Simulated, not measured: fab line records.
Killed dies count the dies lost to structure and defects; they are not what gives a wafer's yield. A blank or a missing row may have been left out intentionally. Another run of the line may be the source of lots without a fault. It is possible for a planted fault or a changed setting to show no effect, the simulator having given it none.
fab line records || flow gf180mcu
record {"lots": 6, "wafers": 18, "lastDay": 34}
route steps=602 shown DNWELL@39 NWELL@42
lots untouched by any fault: they come from a run of this same line in which no faults occurred
startH: hours from the record's opening day to when the first of the lot's shown wafers began || waitH: hours elapsed since this lot's preceding step || " repeats the value in the row above || L1.1+2: several wafers, shown together as one row || - no value present, or no start provided || * or withheld: withheld || < > ~ a bound
route shown NAME@n: NAME is a module with steps in the file, n the number in the route of the first one || usual: mean/standard deviation of fault-free wafers || same: alike in all rows || chamber/n: place in a boat || sites: the reading at each site || _std_site: the values' standard deviation || _edge_site: outer sites' mean less inner sites' || radiusMm: for every site, how far away it sits from the centre of the wafer || mask NAME#n: copy n || behind: tool/chamber where the wafer was last shaped || hold: cause of the lot's hold/its duration in hours/its outcome || device: names the non-switching transistor (n, p or np) || end of line: the tests these same wafers got at the end of their route || a step without rows: its recipe alone || killed: the dies lost at the first sort to structure and to defects; this is not the yield of the wafer || map: the dies of a wafer, with x for killed, . for not killed, _ for no die there
set.NAME: the run value of the setting; set.NAME@STEP: its run value at that earlier step || model.NAME: the simulator's own value behind a step, which no gauge read
certain route steps with their lots: each step a table, each wafer a row
services: a tool's chamber out of use, with start hour (startH, from the record's first day; less than 0 if before it), hours out, and reason
## steps
# step GF_DNWELL_IMPLANT_07
# recipe {"species": "P", "energyKev": 1500, "doseCm2": 1e+13, "tiltDeg": 0}
# step GF_DNWELL_STRIP_08
# recipe {"chemistry": "O2/N2", "powerW": 1400, "pressureMtorr": 1500, "platenTempC": 250, "o2FlowSccm": 3000, "n2FlowSccm": 300, "overashFraction": 0.5}
# usual {"drypumpMotorCurrentA": "5.81/0.18", "heaterPowerW": "320/31", "n2FlowSccm": "300.0/0.96", "oesProductAu": "0.722/0.0044", "stripTimeToEndpointS": "36.94/0.11"}
{"lot.wafer": "L717.1", "tool": "plasmaAsher-02", "chamber": 0, "startH": 48.31, "waitH": 0.1, "drypumpMotorCurrentA": 5.65, "heaterPowerW": 322, "n2FlowSccm": 298.6, "oesProductAu": 0.728, "rfHoursCounterH": 25, "stripTimeToEndpointS": 37.16}
{"lot.wafer": "L717.3", "tool": "plasmaAsher-02", "chamber": 0, "startH": 48.31, "waitH": 0.1, "drypumpMotorCurrentA": 5.63, "heaterPowerW": 329, "n2FlowSccm": 300.1, "oesProductAu": 0.716, "rfHoursCounterH": "-", "stripTimeToEndpointS": 37.10}
{"lot.wafer": "L717.5", "tool": "plasmaAsher-02", "chamber": 1, "startH": 48.31, "waitH": 0.1, "drypumpMotorCurrentA": 5.77, "heaterPowerW": 277, "n2FlowSccm": 298.9, "oesProductAu": 0.723, "rfHoursCounterH": "-", "stripTimeToEndpointS": 37.14}
{"lot.wafer": "L727.1", "tool": "plasmaAsher-02", "chamber": 1, "startH": 95.84, "waitH": 0.1, "drypumpMotorCurrentA": 5.76, "heaterPowerW": 284, "n2FlowSccm": 300.2, "oesProductAu": 0.719, "rfHoursCounterH": 30, "stripTimeToEndpointS": 37.00}
{"lot.wafer": "L727.5", "tool": "plasmaAsher-02", "chamber": 0, "startH": 95.84, "waitH": 0.1, "drypumpMotorCurrentA": 5.63, "heaterPowerW": 323, "n2FlowSccm": 299.9, "oesProductAu": 0.723, "rfHoursCounterH": "-", "stripTimeToEndpointS": 36.90}
{"lot.wafer": "L727.6", "tool": "plasmaAsher-02", "chamber": 1, "startH": 95.84, "waitH": 0.1, "drypumpMotorCurrentA": 5.77, "heaterPowerW": 283, "n2FlowSccm": 300.3, "oesProductAu": 0.726, "rfHoursCounterH": "-", "stripTimeToEndpointS": 36.85}
{"lot.wafer": "L733.1", "tool": "plasmaAsher-04", "chamber": 0, "startH": 126.85, "waitH": 0.1, "drypumpMotorCurrentA": 6.08, "heaterPowerW": 317, "n2FlowSccm": 301.9, "oesProductAu": 0.722, "rfHoursCounterH": 49, "stripTimeToEndpointS": 37.04}
{"lot.wafer": "L733.4", "tool": "plasmaAsher-04", "chamber": 0, "startH": 126.85, "waitH": 0.1, "drypumpMotorCurrentA": 6.10, "heaterPowerW": 307, "n2FlowSccm": 301.0, "oesProductAu": 0.725, "rfHoursCounterH": "-", "stripTimeToEndpointS": 37.02}
{"lot.wafer": "L733.5", "tool": "plasmaAsher-04", "chamber": 1, "startH": 126.85, "waitH": 0.1, "drypumpMotorCurrentA": 6.01, "heaterPowerW": 350, "n2FlowSccm": 301.3, "oesProductAu": 0.724, "rfHoursCounterH": "-", "stripTimeToEndpointS": 36.99}
{"lot.wafer": "L734.2", "tool": "plasmaAsher-04", "chamber": 0, "startH": 133.15, "waitH": 0.1, "drypumpMotorCurrentA": 6.10, "heaterPowerW": 323, "n2FlowSccm": 298.5, "oesProductAu": 0.728, "rfHoursCounterH": 50, "stripTimeToEndpointS": 37.13}
{"lot.wafer": "L734.4", "tool": "plasmaAsher-04", "chamber": 0, "startH": 133.15, "waitH": 0.1, "drypumpMotorCurrentA": 6.09, "heaterPowerW": 318, "n2FlowSccm": 298.4, "oesProductAu": 0.722, "rfHoursCounterH": "-", "stripTimeToEndpointS": 36.91}
{"lot.wafer": "L734.5", "tool": "plasmaAsher-04", "chamber": 0, "startH": 133.15, "waitH": 0.1, "drypumpMotorCurrentA": 6.10, "heaterPowerW": 320, "n2FlowSccm": 299.2, "oesProductAu": 0.725, "rfHoursCounterH": "-", "stripTimeToEndpointS": 37.11}
{"lot.wafer": "L739.2", "tool": "plasmaAsher-01", "chamber": 1, "startH": 158.75, "waitH": 0.1, "drypumpMotorCurrentA": 5.57, "heaterPowerW": 396, "n2FlowSccm": 300.4, "oesProductAu": 0.719, "rfHoursCounterH": 4, "stripTimeToEndpointS": 36.80}
{"lot.wafer": "L739.3", "tool": "plasmaAsher-01", "chamber": 1, "startH": 158.75, "waitH": 0.1, "drypumpMotorCurrentA": 5.59, "heaterPowerW": 394, "n2FlowSccm": 301.1, "oesProductAu": 0.721, "rfHoursCounterH": "-", "stripTimeToEndpointS": 36.83}
{"lot.wafer": "L739.4", "tool": "plasmaAsher-01", "chamber": 0, "startH": 158.75, "waitH": 0.1, "drypumpMotorCurrentA": 5.73, "heaterPowerW": 297, "n2FlowSccm": 300.1, "oesProductAu": 0.721, "rfHoursCounterH": "-", "stripTimeToEndpointS": 36.86}
{"lot.wafer": "L740.2", "tool": "plasmaAsher-04", "chamber": 1, "startH": 163.67, "waitH": 0.1, "drypumpMotorCurrentA": 6.01, "heaterPowerW": 344, "n2FlowSccm": 301.5, "oesProductAu": 0.721, "rfHoursCounterH": 53, "stripTimeToEndpointS": 37.07}
{"lot.wafer": "L740.5", "tool": "plasmaAsher-04", "chamber": 0, "startH": 163.67, "waitH": 0.1, "drypumpMotorCurrentA": 6.09, "heaterPowerW": 321, "n2FlowSccm": 300.4, "oesProductAu": 0.734, "rfHoursCounterH": "-", "stripTimeToEndpointS": 37.05}
{"lot.wafer": "L740.6", "tool": "plasmaAsher-04", "chamber": 1, "startH": 163.67, "waitH": 0.1, "drypumpMotorCurrentA": 6.02, "heaterPowerW": 346, "n2FlowSccm": 299.4, "oesProductAu": 0.724, "rfHoursCounterH": "-", "stripTimeToEndpointS": 37.11}
# step GF_DNWELL_TW_MEAS_09
# usual {"DNWELL_TW": "1349/13"}
{"lot.wafer": "L717.1", "tool": "filmMetro-01", "chamber": "-", "startH": 48.41, "waitH": 0.1, "DNWELL_TW": 1362}
{"lot.wafer": "L717.3", "tool": "filmMetro-01", "chamber": "-", "startH": 48.41, "waitH": 0.1, "DNWELL_TW": 1361}
{"lot.wafer": "L717.5", "tool": "filmMetro-01", "chamber": "-", "startH": 48.41, "waitH": 0.1, "DNWELL_TW": 1367}
{"lot.wafer": "L727.1", "tool": "filmMetro-04", "chamber": "-", "startH": 95.94, "waitH": 0.1, "DNWELL_TW": 1343}
{"lot.wafer": "L727.5", "tool": "filmMetro-04", "chamber": "-", "startH": 95.94, "waitH": 0.1, "DNWELL_TW": 1337}
{"lot.wafer": "L727.6", "tool": "filmMetro-04", "chamber": "-", "startH": 95.94, "waitH": 0.1, "DNWELL_TW": 1332}
{"lot.wafer": "L733.1", "tool": "filmMetro-04", "chamber": "-", "startH": 126.95, "waitH": 0.1, "DNWELL_TW": 1335}
{"lot.wafer": "L733.4", "tool": "filmMetro-04", "chamber": "-", "startH": 126.95, "waitH": 0.1, "DNWELL_TW": 1339}
{"lot.wafer": "L733.5", "tool": "filmMetro-04", "chamber": "-", "startH": 126.95, "waitH": 0.1, "DNWELL_TW": 1337}
{"lot.wafer": "L734.2", "tool": "filmMetro-02", "chamber": "-", "startH": 133.26, "waitH": 0.1, "DNWELL_TW": 1345}
{"lot.wafer": "L734.4", "tool": "filmMetro-02", "chamber": "-", "startH": 133.26, "waitH": 0.1, "DNWELL_TW": 1350}
{"lot.wafer": "L734.5", "tool": "filmMetro-02", "chamber": "-", "startH": 133.26, "waitH": 0.1, "DNWELL_TW": 1347}
{"lot.wafer": "L739.2", "tool": "filmMetro-01", "chamber": "-", "startH": 158.86, "waitH": 0.1, "DNWELL_TW": 1366}
{"lot.wafer": "L739.3", "tool": "filmMetro-01", "chamber": "-", "startH": 158.86, "waitH": 0.1, "DNWELL_TW": 1366}
{"lot.wafer": "L739.4", "tool": "filmMetro-01", "chamber": "-", "startH": 158.86, "waitH": 0.1, "DNWELL_TW": 1365}
{"lot.wafer": "L740.2", "tool": "filmMetro-02", "chamber": "-", "startH": 163.78, "waitH": 0.1, "DNWELL_TW": 1353}
{"lot.wafer": "L740.5", "tool": "filmMetro-02", "chamber": "-", "startH": 163.78, "waitH": 0.1, "DNWELL_TW": 1350}
{"lot.wafer": "L740.6", "tool": "filmMetro-02", "chamber": "-", "startH": 163.78, "waitH": 0.1, "DNWELL_TW": 1343}
# step GF_NWELL_DEHYDRATE_00
# recipe {"tempC": 200, "timeS": 60}
# step GF_NWELL_HMDS_01
# recipe {"primeTimeS": 60, "primeTempC": 120}
# step GF_NWELL_COAT_02
# recipe {"spinRpm": 2000, "resistThkNm": 3000}
# step GF_NWELL_SOFTBAKE_03
# recipe {"tempC": 110, "timeS": "withheld"}
# step GF_NWELL_EXPOSE_04
# recipe {"maskId": "Nwell", "targetCdNm": 860, "na": 0.6, "sourceShape": "conventional", "sigmaOuter": 0.6, "doseMj": 255.2}
# step GF_NWELL_PEB_05
# recipe {"tempC": 115, "timeS": "withheld"}
# step GF_NWELL_DEVELOP_06
# recipe {"wallAngleDeg": 90, "developTimeS": 60, "devTempC": 23}
# step GF_NWELL_OVL_MEAS_07
# usual {"NWELL_OVL": "0.9/1.9"}
{"lot.wafer": "L717.1", "tool": "overlay-02", "chamber": "-", "startH": 60.31, "waitH": "-", "NWELL_OVL[nm]": 3.4}
{"lot.wafer": "L717.3", "tool": "overlay-02", "chamber": "-", "startH": 60.31, "waitH": "-", "NWELL_OVL[nm]": 0.9}
{"lot.wafer": "L717.5", "tool": "overlay-02", "chamber": "-", "startH": 60.31, "waitH": "-", "NWELL_OVL[nm]": 2.2}
{"lot.wafer": "L727.1", "tool": "overlay-02", "chamber": "-", "startH": 110.19, "waitH": "-", "NWELL_OVL[nm]": 1.9}
{"lot.wafer": "L727.5", "tool": "overlay-02", "chamber": "-", "startH": 110.19, "waitH": "-", "NWELL_OVL[nm]": 1.1}
{"lot.wafer": "L727.6", "tool": "overlay-02", "chamber": "-", "startH": 110.19, "waitH": "-", "NWELL_OVL[nm]": -0.4}
{"lot.wafer": "L733.1", "tool": "overlay-01", "chamber": "-", "startH": 142.10, "waitH": "-", "NWELL_OVL[nm]": -0.6}
{"lot.wafer": "L733.4", "tool": "overlay-01", "chamber": "-", "startH": 142.10, "waitH": "-", "NWELL_OVL[nm]": 0.8}
{"lot.wafer": "L733.5", "tool": "overlay-01", "chamber": "-", "startH": 142.10, "waitH": "-", "NWELL_OVL[nm]": 0.6}
{"lot.wafer": "L734.2", "tool": "overlay-02", "chamber": "-", "startH": 148.13, "waitH": "-", "NWELL_OVL[nm]": -1.6}
{"lot.wafer": "L734.4", "tool": "overlay-02", "chamber": "-", "startH": 148.13, "waitH": "-", "NWELL_OVL[nm]": 1.2}
{"lot.wafer": "L734.5", "tool": "overlay-02", "chamber": "-", "startH": 148.13, "waitH": "-", "NWELL_OVL[nm]": -0.5}
{"lot.wafer": "L739.2", "tool": "overlay-02", "chamber": "-", "startH": 174.85, "waitH": "-", "NWELL_OVL[nm]": 3.7}
{"lot.wafer": "L739.3", "tool": "overlay-02", "chamber": "-", "startH": 174.85, "waitH": "-", "NWELL_OVL[nm]": 2.6}
{"lot.wafer": "L739.4", "tool": "overlay-02", "chamber": "-", "startH": 174.85, "waitH": "-", "NWELL_OVL[nm]": 2.6}
{"lot.wafer": "L740.2", "tool": "overlay-02", "chamber": "-", "startH": 180.28, "waitH": "-", "NWELL_OVL[nm]": -3.6}
{"lot.wafer": "L740.5", "tool": "overlay-02", "chamber": "-", "startH": 180.28, "waitH": "-", "NWELL_OVL[nm]": -3.0}
{"lot.wafer": "L740.6", "tool": "overlay-02", "chamber": "-", "startH": 180.28, "waitH": "-", "NWELL_OVL[nm]": -1.8}
# step GF_NWELL_IMPLANT_08
# recipe {"species": "P", "energyKev": 450, "doseCm2": 1.5e+13, "tiltDeg": 0}
# step GF_NWELL_IMPLANT_09
# recipe {"species": "P", "energyKev": 160, "doseCm2": 4e+12, "tiltDeg": 0}
# usual {"beamEnergyKeV": "160.00/0.046", "beamOnS": "10.01/0.21", "endStationPressureTorr": "5e-06/2.5e-07"}
{"lot.wafer": "L717.1", "tool": "implanter-03", "chamber": 0, "startH": 60.49, "waitH": 0.1, "beamEnergyKeV": 160.03, "beamOnS": 10.21, "endStationPressureTorr": 4.68e-06}
{"lot.wafer": "L717.3", "tool": "implanter-03", "chamber": 0, "startH": 60.49, "waitH": 0.1, "beamEnergyKeV": 160.01, "beamOnS": 10.23, "endStationPressureTorr": 4.75e-06}
{"lot.wafer": "L717.5", "tool": "implanter-03", "chamber": 0, "startH": 60.49, "waitH": 0.1, "beamEnergyKeV": 159.99, "beamOnS": 10.04, "endStationPressureTorr": 4.45e-06}
{"lot.wafer": "L727.1", "tool": "implanter-03", "chamber": 0, "startH": 110.38, "waitH": 0.1, "beamEnergyKeV": 159.93, "beamOnS": 9.75, "endStationPressureTorr": 5.02e-06}
{"lot.wafer": "L727.5", "tool": "implanter-03", "chamber": 0, "startH": 110.38, "waitH": 0.1, "beamEnergyKeV": 159.97, "beamOnS": 10.07, "endStationPressureTorr": 5.09e-06}
{"lot.wafer": "L727.6", "tool": "implanter-03", "chamber": 0, "startH": 110.38, "waitH": 0.1, "beamEnergyKeV": 160.00, "beamOnS": 10.44, "endStationPressureTorr": 5.13e-06}
{"lot.wafer": "L733.1", "tool": "implanter-03", "chamber": "-", "startH": 142.29, "waitH": 0.1, "beamEnergyKeV": "-", "beamOnS": "-", "endStationPressureTorr": "-"}
{"lot.wafer": "L733.4", "tool": "implanter-03", "chamber": "-", "startH": 142.29, "waitH": 0.1, "beamEnergyKeV": "-", "beamOnS": "-", "endStationPressureTorr": "-"}
{"lot.wafer": "L733.5", "tool": "implanter-03", "chamber": "-", "startH": 142.29, "waitH": 0.1, "beamEnergyKeV": "-", "beamOnS": "-", "endStationPressureTorr": "-"}
{"lot.wafer": "L734.2", "tool": "implanter-03", "chamber": "-", "startH": 148.34, "waitH": 0.1, "beamEnergyKeV": "-", "beamOnS": "-", "endStationPressureTorr": "-"}
{"lot.wafer": "L734.4", "tool": "implanter-03", "chamber": "-", "startH": 148.34, "waitH": 0.1, "beamEnergyKeV": "-", "beamOnS": "-", "endStationPressureTorr": "-"}
{"lot.wafer": "L734.5", "tool": "implanter-03", "chamber": "-", "startH": 148.34, "waitH": 0.1, "beamEnergyKeV": "-", "beamOnS": "-", "endStationPressureTorr": "-"}
{"lot.wafer": "L739.2", "tool": "implanter-03", "chamber": 0, "startH": 175.05, "waitH": 0.1, "beamEnergyKeV": 160.03, "beamOnS": 9.85, "endStationPressureTorr": 5.18e-06}
{"lot.wafer": "L739.3", "tool": "implanter-03", "chamber": 0, "startH": 175.05, "waitH": 0.1, "beamEnergyKeV": 160.01, "beamOnS": 10.18, "endStationPressureTorr": 5.14e-06}
{"lot.wafer": "L739.4", "tool": "implanter-03", "chamber": 0, "startH": 175.05, "waitH": 0.1, "beamEnergyKeV": 160.01, "beamOnS": 9.82, "endStationPressureTorr": 5.08e-06}
{"lot.wafer": "L740.2", "tool": "implanter-02", "chamber": 0, "startH": 180.49, "waitH": 0.1, "beamEnergyKeV": 160.01, "beamOnS": 9.92, "endStationPressureTorr": 5.17e-06}
{"lot.wafer": "L740.5", "tool": "implanter-02", "chamber": 0, "startH": 180.49, "waitH": 0.1, "beamEnergyKeV": 159.91, "beamOnS": 10.39, "endStationPressureTorr": 5.51e-06}
{"lot.wafer": "L740.6", "tool": "implanter-02", "chamber": 0, "startH": 180.49, "waitH": 0.1, "beamEnergyKeV": 159.94, "beamOnS": 9.66, "endStationPressureTorr": 4.44e-06}
# step GF_NWELL_STRIP_10
# recipe {"chemistry": "O2/N2", "powerW": 1400, "pressureMtorr": 1500, "platenTempC": 250, "o2FlowSccm": 3000, "n2FlowSccm": 300, "overashFraction": 0.5}
# usual {"drypumpMotorCurrentA": "5.75/0.23", "heaterPowerW": "330/34", "n2FlowSccm": "300.2/0.83", "oesProductAu": "0.723/0.0046", "stripTimeToEndpointS": "36.91/0.085"}
{"lot.wafer": "L717.1", "tool": "plasmaAsher-03", "chamber": 1, "startH": 60.64, "waitH": 0.1, "drypumpMotorCurrentA": 5.45, "heaterPowerW": 364, "n2FlowSccm": 300.6, "oesProductAu": 0.724, "rfHoursCounterH": 40, "stripTimeToEndpointS": 37.11}
{"lot.wafer": "L717.3", "tool": "plasmaAsher-03", "chamber": 0, "startH": 60.64, "waitH": 0.1, "drypumpMotorCurrentA": 5.75, "heaterPowerW": 296, "n2FlowSccm": 299.4, "oesProductAu": 0.725, "rfHoursCounterH": "-", "stripTimeToEndpointS": 37.09}
{"lot.wafer": "L717.5", "tool": "plasmaAsher-03", "chamber": 0, "startH": 60.64, "waitH": 0.1, "drypumpMotorCurrentA": 5.75, "heaterPowerW": 291, "n2FlowSccm": 300.5, "oesProductAu": 0.723, "rfHoursCounterH": "-", "stripTimeToEndpointS": 37.12}
{"lot.wafer": "L727.1", "tool": "plasmaAsher-04", "chamber": 0, "startH": 110.53, "waitH": 0.1, "drypumpMotorCurrentA": 6.10, "heaterPowerW": 324, "n2FlowSccm": 298.6, "oesProductAu": 0.730, "rfHoursCounterH": 47, "stripTimeToEndpointS": 36.90}
{"lot.wafer": "L727.5", "tool": "plasmaAsher-04", "chamber": 0, "startH": 110.53, "waitH": 0.1, "drypumpMotorCurrentA": 6.11, "heaterPowerW": 312, "n2FlowSccm": 299.2, "oesProductAu": 0.732, "rfHoursCounterH": "-", "stripTimeToEndpointS": 36.96}
{"lot.wafer": "L727.6", "tool": "plasmaAsher-04", "chamber": 1, "startH": 110.53, "waitH": 0.1, "drypumpMotorCurrentA": 6.00, "heaterPowerW": 345, "n2FlowSccm": 299.7, "oesProductAu": 0.724, "rfHoursCounterH": "-", "stripTimeToEndpointS": 37.01}
{"lot.wafer": "L733.1", "tool": "plasmaAsher-04", "chamber": 0, "startH": 142.44, "waitH": 0.1, "drypumpMotorCurrentA": 6.10, "heaterPowerW": 316, "n2FlowSccm": 299.8, "oesProductAu": 0.719, "rfHoursCounterH": 51, "stripTimeToEndpointS": 37.08}
{"lot.wafer": "L733.4", "tool": "plasmaAsher-04", "chamber": 0, "startH": 142.44, "waitH": 0.1, "drypumpMotorCurrentA": 6.08, "heaterPowerW": 323, "n2FlowSccm": 300.2, "oesProductAu": 0.735, "rfHoursCounterH": "-", "stripTimeToEndpointS": 37.01}
{"lot.wafer": "L733.5", "tool": "plasmaAsher-04", "chamber": 1, "startH": 142.44, "waitH": 0.1, "drypumpMotorCurrentA": 6.01, "heaterPowerW": 344, "n2FlowSccm": 300.1, "oesProductAu": 0.723, "rfHoursCounterH": "-", "stripTimeToEndpointS": 37.01}
{"lot.wafer": "L734.2", "tool": "plasmaAsher-01", "chamber": 1, "startH": 148.46, "waitH": 0.1, "drypumpMotorCurrentA": 5.56, "heaterPowerW": 391, "n2FlowSccm": 299.3, "oesProductAu": 0.723, "rfHoursCounterH": 3, "stripTimeToEndpointS": 36.90}
{"lot.wafer": "L734.4", "tool": "plasmaAsher-01", "chamber": 0, "startH": 148.46, "waitH": 0.1, "drypumpMotorCurrentA": 5.73, "heaterPowerW": 291, "n2FlowSccm": 299.3, "oesProductAu": 0.720, "rfHoursCounterH": "-", "stripTimeToEndpointS": 36.88}
{"lot.wafer": "L734.5", "tool": "plasmaAsher-01", "chamber": 0, "startH": 148.46, "waitH": 0.1, "drypumpMotorCurrentA": 5.75, "heaterPowerW": 285, "n2FlowSccm": 300.7, "oesProductAu": 0.722, "rfHoursCounterH": "-", "stripTimeToEndpointS": 36.87}
{"lot.wafer": "L739.2", "tool": "plasmaAsher-04", "chamber": 0, "startH": 175.18, "waitH": 0.1, "drypumpMotorCurrentA": 6.11, "heaterPowerW": 324, "n2FlowSccm": 298.6, "oesProductAu": 0.718, "rfHoursCounterH": 54, "stripTimeToEndpointS": 36.94}
{"lot.wafer": "L739.3", "tool": "plasmaAsher-04", "chamber": 1, "startH": 175.18, "waitH": 0.1, "drypumpMotorCurrentA": 6.01, "heaterPowerW": 346, "n2FlowSccm": 300.6, "oesProductAu": 0.721, "rfHoursCounterH": "-", "stripTimeToEndpointS": 36.78}
{"lot.wafer": "L739.4", "tool": "plasmaAsher-04", "chamber": 0, "startH": 175.18, "waitH": 0.1, "drypumpMotorCurrentA": 6.11, "heaterPowerW": 320, "n2FlowSccm": 299.8, "oesProductAu": 0.713, "rfHoursCounterH": "-", "stripTimeToEndpointS": 36.87}
{"lot.wafer": "L740.2", "tool": "plasmaAsher-01", "chamber": 0, "startH": 180.61, "waitH": 0.1, "drypumpMotorCurrentA": 5.79, "heaterPowerW": 291, "n2FlowSccm": 300.7, "oesProductAu": 0.724, "rfHoursCounterH": 7, "stripTimeToEndpointS": 36.81}
{"lot.wafer": "L740.5", "tool": "plasmaAsher-01", "chamber": 1, "startH": 180.61, "waitH": 0.1, "drypumpMotorCurrentA": 5.55, "heaterPowerW": 385, "n2FlowSccm": 300.7, "oesProductAu": 0.718, "rfHoursCounterH": "-", "stripTimeToEndpointS": 36.83}
{"lot.wafer": "L740.6", "tool": "plasmaAsher-01", "chamber": 0, "startH": 180.61, "waitH": 0.1, "drypumpMotorCurrentA": 5.74, "heaterPowerW": 282, "n2FlowSccm": 301.0, "oesProductAu": 0.726, "rfHoursCounterH": "-", "stripTimeToEndpointS": 36.87}
# step GF_NWELL_TW_MEAS_11
# usual {"NWELL_TW": "1573/13"}
{"lot.wafer": "L717.1", "tool": "filmMetro-01", "chamber": "-", "startH": 60.74, "waitH": 0.1, "hold": "-", "NWELL_TW": 1582}
{"lot.wafer": "L717.3", "tool": "filmMetro-01", "chamber": "-", "startH": 60.74, "waitH": 0.1, "hold": "-", "NWELL_TW": 1583}
{"lot.wafer": "L717.5", "tool": "filmMetro-01", "chamber": "-", "startH": 60.74, "waitH": 0.1, "hold": "-", "NWELL_TW": 1578}
{"lot.wafer": "L727.1", "tool": "filmMetro-01", "chamber": "-", "startH": 110.63, "waitH": 0.1, "hold": "-", "NWELL_TW": 1593}
{"lot.wafer": "L727.5", "tool": "filmMetro-01", "chamber": "-", "startH": 110.63, "waitH": 0.1, "hold": "-", "NWELL_TW": 1597}
{"lot.wafer": "L727.6", "tool": "filmMetro-01", "chamber": "-", "startH": 110.63, "waitH": 0.1, "hold": "-", "NWELL_TW": 1592}
{"lot.wafer": "L733.1", "tool": "filmMetro-02", "chamber": "-", "startH": 142.54, "waitH": 0.1, "hold": "awaitDispo/0.2h/release", "NWELL_TW": 1493}
{"lot.wafer": "L733.4", "tool": "filmMetro-02", "chamber": "-", "startH": 142.54, "waitH": 0.1, "hold": "awaitDispo/0.2h/release", "NWELL_TW": 1494}
{"lot.wafer": "L733.5", "tool": "filmMetro-02", "chamber": "-", "startH": 142.54, "waitH": 0.1, "hold": "awaitDispo/0.2h/release", "NWELL_TW": 1484}
{"lot.wafer": "L733.1", "tool": "filmMetro-02", "chamber": "-", "startH": 142.77, "waitH": 0.2, "hold": "-", "NWELL_TW": 1485}
{"lot.wafer": "L733.4", "tool": "filmMetro-02", "chamber": "-", "startH": 142.77, "waitH": 0.2, "hold": "-", "NWELL_TW": 1489}
{"lot.wafer": "L733.5", "tool": "filmMetro-02", "chamber": "-", "startH": 142.77, "waitH": 0.2, "hold": "-", "NWELL_TW": 1492}
{"lot.wafer": "L734.2", "tool": "filmMetro-03", "chamber": "-", "startH": 148.57, "waitH": 0.1, "hold": "awaitDispo/0.2h/release", "NWELL_TW": 1493}
{"lot.wafer": "L734.4", "tool": "filmMetro-03", "chamber": "-", "startH": 148.57, "waitH": 0.1, "hold": "awaitDispo/0.2h/release", "NWELL_TW": 1495}
{"lot.wafer": "L734.5", "tool": "filmMetro-03", "chamber": "-", "startH": 148.57, "waitH": 0.1, "hold": "awaitDispo/0.2h/release", "NWELL_TW": 1481}
{"lot.wafer": "L734.2", "tool": "filmMetro-03", "chamber": "-", "startH": 148.80, "waitH": 0.2, "hold": "-", "NWELL_TW": 1490}
{"lot.wafer": "L734.4", "tool": "filmMetro-03", "chamber": "-", "startH": 148.80, "waitH": 0.2, "hold": "-", "NWELL_TW": 1488}
{"lot.wafer": "L734.5", "tool": "filmMetro-03", "chamber": "-", "startH": 148.80, "waitH": 0.2, "hold": "-", "NWELL_TW": 1491}
{"lot.wafer": "L739.2", "tool": "filmMetro-01", "chamber": "-", "startH": 175.29, "waitH": 0.1, "hold": "-", "NWELL_TW": 1585}
{"lot.wafer": "L739.3", "tool": "filmMetro-01", "chamber": "-", "startH": 175.29, "waitH": 0.1, "hold": "-", "NWELL_TW": 1594}
{"lot.wafer": "L739.4", "tool": "filmMetro-01", "chamber": "-", "startH": 175.29, "waitH": 0.1, "hold": "-", "NWELL_TW": 1588}
{"lot.wafer": "L740.2", "tool": "filmMetro-03", "chamber": "-", "startH": 180.72, "waitH": 0.1, "hold": "-", "NWELL_TW": 1569}
{"lot.wafer": "L740.5", "tool": "filmMetro-03", "chamber": "-", "startH": 180.72, "waitH": 0.1, "hold": "-", "NWELL_TW": 1567}
{"lot.wafer": "L740.6", "tool": "filmMetro-03", "chamber": "-", "startH": 180.72, "waitH": 0.1, "hold": "-", "NWELL_TW": 1565}
## services
{"tool": "implanter-03", "chamber": "-", "startH": 35.57, "hours": 8.8, "kind": "pm"}
{"tool": "implanter-02", "chamber": "-", "startH": 40.43, "hours": 4.0, "kind": "repair"}
{"tool": "plasmaAsher-02", "chamber": "-", "startH": 97.22, "hours": 6.8, "kind": "repair"}
{"tool": "plasmaAsher-01", "chamber": "-", "startH": 108.75, "hours": 9.0, "kind": "pm"}
{"tool": "plasmaAsher-01", "chamber": 0, "startH": 108.75, "hours": 9.0, "kind": "ventCycle"}
{"tool": "plasmaAsher-01", "chamber": 1, "startH": 108.75, "hours": 9.0, "kind": "ventCycle"}
{"tool": "implanter-03", "chamber": "-", "startH": 115.24, "hours": 1.8, "kind": "repair"}
{"tool": "plasmaAsher-01", "chamber": 0, "startH": 117.75, "hours": "-", "kind": "clean"}
{"tool": "plasmaAsher-01", "chamber": 1, "startH": 117.75, "hours": "-", "kind": "clean"}
{"tool": "implanter-03", "chamber": "-", "startH": 135.40, "hours": 0.8, "kind": "repair"}
{"tool": "implanter-03", "chamber": "-", "startH": 144.76, "hours": 2.1, "kind": "repair"}
## key
firstSign {"step": "GF_NWELL_IMPLANT_09", "reading": "toolRecord", "direction": "missing"}
effect {"step": "GF_NWELL_TW_MEAS_11", "reading": "visit", "direction": "added"}
effect {"step": "GF_NWELL_TW_MEAS_11", "reading": "NWELL_TW", "direction": "down", "sigmas": 6.6, "usual": 1573, "struck": 1490}
metAt GF_NWELL_IMPLANT_09
struckWafers L733.1,L733.4,L733.5,L734.2,L734.4,L734.5
laterRowsLeftOut L733.1,L733.4,L733.5,L734.2,L734.4,L734.5
sortLeftOut L733.1,L733.4,L733.5,L734.2,L734.4,L734.5
testerLeftOut L733,L734
onsetBetween 110.38 142.29
fault {"kind": "skippedStepWhole", "tool": "implanter-03", "chamber": "-", "onsetH": 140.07, "steps": "GF_NWELL_IMPLANT_09", "scope": "struckLotsOnly"}
# testerLeftOut: of these lots the tester's yield and bins aren't shown, on N5 and GAA mostly nor the transistor test; their killed dies are dies lost to structure and defects alone, not to doping, threshold or leakage, so they don't give the yield
# sortLeftOut: the simulated sort isn't trusted on such a fault, so these wafers' sort isn't shown, and their yield isn't known
# laterRowsLeftOut: the simulator's readings of these wafers behind a module that went badly wrong aren't trusted and aren't shown, but for the sort
